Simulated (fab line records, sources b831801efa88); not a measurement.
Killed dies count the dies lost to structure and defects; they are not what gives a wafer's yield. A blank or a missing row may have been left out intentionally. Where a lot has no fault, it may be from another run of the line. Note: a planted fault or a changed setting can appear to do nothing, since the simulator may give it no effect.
The tool behind it: which one? ; flow gf180mcu ; 12 lots, 36 wafers sampled, at 3 steps of a route of 602

WHAT EACH GAUGE READ, for each wafer
GF_V5_CD_MEAS_14: target cd 260 nm. Usual: cdNm reads 260.0 nm (standard deviation 1.2).
lot;measured;on;cdNm (nm);flag
L662;day 27 02:28;cdSem-01;260.8 260.6 261.2;
L663;day 27 08:20;cdSem-01;261.0 260.7 261.4;
L665;day 27 20:41;cdSem-02;261.3 260.7 260.6;
L666;day 28 12:06;cdSem-02;260.6 259.6 260.2;
L667;day 28 20:53;cdSem-01;260.6 259.7 261.5;
L670;day 30 04:04;cdSem-01;258.3 259.3 259.7;
L671;day 30 07:55;cdSem-01;259.4 260.1 258.7;
L672;day 30 08:06;cdSem-02;259.6 261.6 261.9;
L674;day 31 00:26;cdSem-01;261.2 260.8 260.2;
L676;day 31 13:37;cdSem-01;262.2 260.6 262.0;
L678;day 32 03:10;cdSem-02;258.2 257.2 258.4;
L685;day 33 12:25;cdSem-02;261.2 262.2 262.6;

EACH LOT AND THE TOOL THAT RAN IT (in order: tool; ch and the chambers of the sampled wafers; start)
lot;GF_V4_SPUTTER_21;GF_M5_STRIP_11
L662;pvdSputter-01, day 24 09:42;plasmaAsher-02 ch 0,1, day 26 04:41
L663;pvdSputter-04, day 24 16:14;plasmaAsher-03 ch 0,1, day 26 10:50
L665;pvdSputter-04, day 25 04:27;plasmaAsher-02 ch 0,1, day 26 23:20
L666;pvdSputter-01, day 25 20:39;plasmaAsher-04 ch 0,1, day 27 15:23
L667;pvdSputter-01, day 26 05:42;plasmaAsher-03 ch 0,1, day 28 00:13
L670;pvdSputter-01, day 27 16:05;plasmaAsher-03 ch 0,1, day 29 08:32
L671;pvdSputter-04, day 27 19:40;plasmaAsher-02 ch 0,1, day 29 12:02
L672;pvdSputter-01, day 27 20:22;plasmaAsher-03 ch 0,1, day 29 12:23
L674;pvdSputter-03, day 28 13:54;plasmaAsher-04 ch 0,1, day 30 05:10
L676;pvdSputter-04, day 29 05:44;plasmaAsher-03 ch 0,1, day 30 19:31
L678;pvdSputter-04, day 29 17:32;plasmaAsher-04 ch 0,1, day 31 08:07
L685;pvdSputter-01, day 31 07:20;plasmaAsher-03 ch 0,1, day 32 19:04
- GF_V4_SPUTTER_21: material Ti, target thk 15 nm, time 80.02 s.
- GF_M5_STRIP_11: strips in O2/N2.

WHAT THE TOOLS THEMSELVES READ (means of the sampled wafers that have a number; where no wafer has one, the mark that the record gives instead)
GF_V4_SPUTTER_21. Usual: chamberPressurePa 5.000 Pa, standard deviation 0.01; throttleValvePct 29.5 %, standard deviation 1.
lot;tool;chamberPressurePa (Pa);throttleValvePct (%);flag
L662;pvdSputter-01;5.004;28.9;
L663;pvdSputter-04;5.002;29.2;
L665;pvdSputter-04;5.004;29.1;
L666;pvdSputter-01;5.007;28.8;
L667;pvdSputter-01;4.996;29.6;
L670;pvdSputter-01;5.003;28.9;
L671;pvdSputter-04;5.000;29.4;
L672;pvdSputter-01;4.995;28.7;
L674;pvdSputter-03;5.001;28.6;
L676;pvdSputter-04;4.986;30.3;
L678;pvdSputter-04;5.020;29.1;
L685;pvdSputter-01;4.997;29.6;

GF_M5_STRIP_11. Usual: drypumpMotorCurrentA 5.4 A, standard deviation 0.57; heaterPowerW 334 W, standard deviation 36; n2FlowSccm 300.1 sccm, standard deviation 0.91; oesProductAu 0.544 a.u., standard deviation 0.0052; stripTimeToEndpointS 7.53 s, standard deviation 0.043.
lot;tool;drypumpMotorCurrentA (A);heaterPowerW (W);n2FlowSccm (sccm);oesProductAu (a.u.);stripTimeToEndpointS (s);flag
L662;plasmaAsher-02;5.3;318;299.5;0.546;7.54;
L663;plasmaAsher-03;5.0;372;299.8;0.542;7.48;
L665;plasmaAsher-02;5.4;329;299.5;0.543;7.57;
L666;plasmaAsher-04;6.0;315;299.3;0.542;7.46;
L667;plasmaAsher-03;5.0;352;300.2;0.543;7.58;
L670;plasmaAsher-03;5.0;365;299.9;0.543;7.58;
L671;plasmaAsher-02;5.5;326;301.0;0.547;7.55;
L672;plasmaAsher-03;5.1;375;300.4;0.545;7.58;
L674;plasmaAsher-04;6.0;314;300.1;0.547;7.55;
L676;plasmaAsher-03;5.0;367;298.8;0.541;7.54;
L678;plasmaAsher-04;6.0;323;300.6;0.540;7.53;
L685;plasmaAsher-03;5.0;356;300.2;0.545;7.60;

THE ANSWER, worked out from the rows above alone
Rule: a lot is off if the mean of its wafers that have a number lies more than 3 standard deviations from the usual mean. A lot without any number at a reading at which 4 lots or more have one is off too. The other lots that the step has rows for count as sound. The gauges are gone through in route order, then the tools' own readings, and for those a lot's mean is taken as printed above. The first step at which some lot is off is used, and at that step the reading that is off furthest; a lot without a number counts as furthest.
No lot is off at any reading shown: from this, nothing can be told.

WHAT WAS PUT IN BY THE SIMULATOR
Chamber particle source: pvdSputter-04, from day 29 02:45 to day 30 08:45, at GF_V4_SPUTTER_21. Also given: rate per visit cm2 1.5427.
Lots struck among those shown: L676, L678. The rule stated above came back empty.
